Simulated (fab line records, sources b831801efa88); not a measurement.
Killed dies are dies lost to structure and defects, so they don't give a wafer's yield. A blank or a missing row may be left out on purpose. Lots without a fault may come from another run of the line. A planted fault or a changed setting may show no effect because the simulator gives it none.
A struck lot beside a sound one | flow sky130 | 32 steps out of a route of 708
Sound: wafers L374.2, L374.3, L374.6. Struck: wafer L386.6. (L386.2, L386.4 of the same lot were not struck and are left out.) The cause comes at the end.
At each step with rows: each side's tool, then ch and its chambers, then its first start. Under that, the readings that differ: sound wafers | struck wafers | difference of the means | sigmas: that difference in standard deviations of wafers without a fault.
alike: readings whose means differ by less than 2 such deviations, and words and numbers that are the same on both sides. not compared: withheld readings, readings that some wafer has no value for, bounds like >300 that may hide the same value, and numbers for which the record gives no deviation and whose values overlap.
The two part at a step that has a row with sigmas, a row that says differs or no value, or rows on one side only. Numbers that don't overlap but have no deviation are shown without sigmas and don't part them. A reading that every wafer of one side lacks parts them only if that side has two wafers or more.

first, 5 steps without rows for these wafers: SKY_VIA1_ETCH_15 (etches SiO2 in C4F8/O2/Ar, stops on TiN, target depth 351 nm, time 54 s); SKY_VIA1_STRIP_16 (strips in O2/N2); SKY_VIA1_STRIP_17 (strips in post etch residue remover, time 1200 s); SKY_VIA1_CLEAN_18 (cleans in IPA, time 180 s); SKY_VIA1_CLEAN_19 (cleans in O3/DIW).
SKY_VIA1_SPUTTER_20: material TiN, target thk 20 nm, time 80 s.
  sound on pvd_sputter-02, day 34 03:40; struck on pvd_sputter-02, day 38 03:41
  alike: throttle_valve_pct
SKY_VIA1_CVD_21: deposits W, target thk 270 nm, time 80.902 s.
  sound on cvd_w-02 ch 1, day 34 03:44; struck on cvd_w-01 ch 0, day 38 03:47
  alike: heater_power_w
  not compared: since_wet_clean_h
SKY_VIA1_RS_MEAS_22: measures by four-point-probe.
  sound on film_metro-03, day 34 03:51; struck on film_metro-01, day 38 03:57
  reading            | sound             | struck | difference | sigmas
  VIA1_W_RS (ohm/sq) | 0.418 0.422 0.423 | 0.433  | +0.012     | +2
SKY_VIA1_THK_MEAS_23: measures by xrf.
  sound on film_metro-03, day 34 03:58; struck on film_metro-01, day 38 04:04
  reading         | sound       | struck | difference | sigmas
  VIA1_W_THK (nm) | 272 271 271 | 263    | -8         | -2
then, 1 step without rows for these wafers: SKY_VIA1_CMP_24 (polishes, stops on SiO2, t overpolish 15 s, target thk 0 nm).
SKY_METAL2_SPUTTER_00: material Ti, target thk 15 nm, time 10 s.
  sound on pvd_sputter-03, day 34 04:19; struck on pvd_sputter-01, day 38 04:25
  alike: throttle_valve_pct
SKY_METAL2_SPUTTER_01: material TiN, target thk 20 nm, time 16.7 s.
  sound on pvd_sputter-03, day 34 04:20; struck on pvd_sputter-01, day 38 04:26
  alike: throttle_valve_pct
SKY_METAL2_SPUTTER_02: material AlCu, target thk 250 nm, time 13.3 s.
  sound on pvd_sputter-03, day 34 04:22; struck on pvd_sputter-01, day 38 04:28
  reading                                     | sound           | struck | difference | sigmas
  model.AlCu_of_METAL2_SPUTTER_02.thk_nm (nm) | 251.1 251.1 251 | 241.6  | -9.5       |
  alike: throttle_valve_pct
SKY_METAL2_SPUTTER_03: material Ti, target thk 5 nm, time 3.3 s.
  sound on pvd_sputter-03, day 34 04:23; struck on pvd_sputter-01, day 38 04:29
  alike: throttle_valve_pct
then, 1 step without rows for these wafers: SKY_METAL2_SPUTTER_04 (material TiN, target thk 70 nm, time 58.3 s).
SKY_METAL2_RS_MEAS_05: measures by four-point-probe.
  sound on film_metro-03, day 34 04:28; struck on film_metro-03, day 38 04:34
  reading                 | sound                | struck | difference | sigmas
  METAL2_ALCU_RS (ohm/sq) | 0.1259 0.1257 0.1262 | 0.1312 | +0.0053    | +3
SKY_METAL2_THK_MEAS_06: measures by xrf.
  sound on film_metro-03, day 34 04:35; struck on film_metro-03, day 38 04:41
  reading              | sound       | struck | difference | sigmas
  METAL2_ALCU_THK (nm) | 252 251 253 | 241    | -11        | -3
then, 8 steps without rows for these wafers: SKY_METAL2_DEHYDRATE_07 (time 60 s); SKY_METAL2_HMDS_08 (prime time 60 s); SKY_METAL2_COAT_09 (resist thk 60 nm); SKY_METAL2_COAT_10 (resist thk 450 nm); SKY_METAL2_SOFTBAKE_11 (time 90 s); SKY_METAL2_EXPOSE_12 (exposes mask MM2, target cd 140 nm); SKY_METAL2_PEB_13; SKY_METAL2_DEVELOP_14 (develop time 60 s).
SKY_METAL2_CD_MEAS_15: target cd 140 nm.
  sound on cd_sem-01, day 35 07:10; struck on cd_sem-02, day 39 05:01
  alike: cd_nm
SKY_METAL2_OVL_MEAS_16:
  sound on overlay-01, day 35 07:17; struck on overlay-02, day 39 05:08
  alike: METAL2_OVL
then, 2 steps without rows for these wafers: SKY_METAL2_DESCUM_17 (chemistry O2, time 8 s); SKY_METAL2_ETCH_18 (etches BARC in N2/H2, stops on SiO2, time 45.9 s, target depth 60 nm).
SKY_METAL2_METAL_ETCH_19: etches the open film in Cl2/BCl3, stops on SiO2, target depth 360 nm, time 78 s.
  sound on rie_metal-02 ch 0, day 35 07:32; struck on rie_metal-03 ch 1, day 39 05:23
  reading                            | sound             | struck | difference | sigmas
  model.etch.depth_nm (nm)           | 358.9 361.4 358.6 | 352.6  | -7.0       |
  model.METAL2.feature_depth_nm (nm) | 358.9 361.4 358.6 | 352.6  | -7.0       |
  alike: drypump_motor_current_A, he_backside_leak_sccm, oes_product_au, throttle_valve_pct
  not compared: rf_hours_counter_h
then, 1 step without rows for these wafers: SKY_METAL2_STRIP_20 (strips in O2/N2).
-- the record jumps here: 10 days lie between the struck wafers' starts before and after (it left off in module METAL2 and takes up again in module PAD_OPEN, whose first step shown is number 708 of the route) --
SKY_PAD_OPEN_PROBE_99:
  sound on prober-02, day 45 20:56; struck on prober-01, day 48 20:38
  reading                      | sound                | struck | difference | sigmas
  model.etest.met2.line_ohm_um | 0.896 0.9178 0.868   | 1.015  | +0.121     |
  model.etest.met2.rs_ohm_sq   | 0.1291 0.1281 0.1276 | 0.1346 | +0.0063    |
  alike: defect_limited_yield, killed_at_M0_to_M3, killed_at_M4_up, killed_at_contacts, killed_at_front_end, killed_at_other, killed_dies, killed_on_rim, killed_open, killed_short, sort_bin_3_pad_short, sort_bin_5_function, sort_bin_6_memory, sort_n_pass, sort_yield_pct

WHERE THEY PART
First at SKY_VIA1_RS_MEAS_22; last, within this record, at SKY_METAL2_THK_MEAS_06. Later steps at which nothing parts them and some readings are alike: SKY_METAL2_CD_MEAS_15, SKY_METAL2_OVL_MEAS_16, SKY_METAL2_METAL_ETCH_19, SKY_PAD_OPEN_PROBE_99.

WHY: what the simulator had put in
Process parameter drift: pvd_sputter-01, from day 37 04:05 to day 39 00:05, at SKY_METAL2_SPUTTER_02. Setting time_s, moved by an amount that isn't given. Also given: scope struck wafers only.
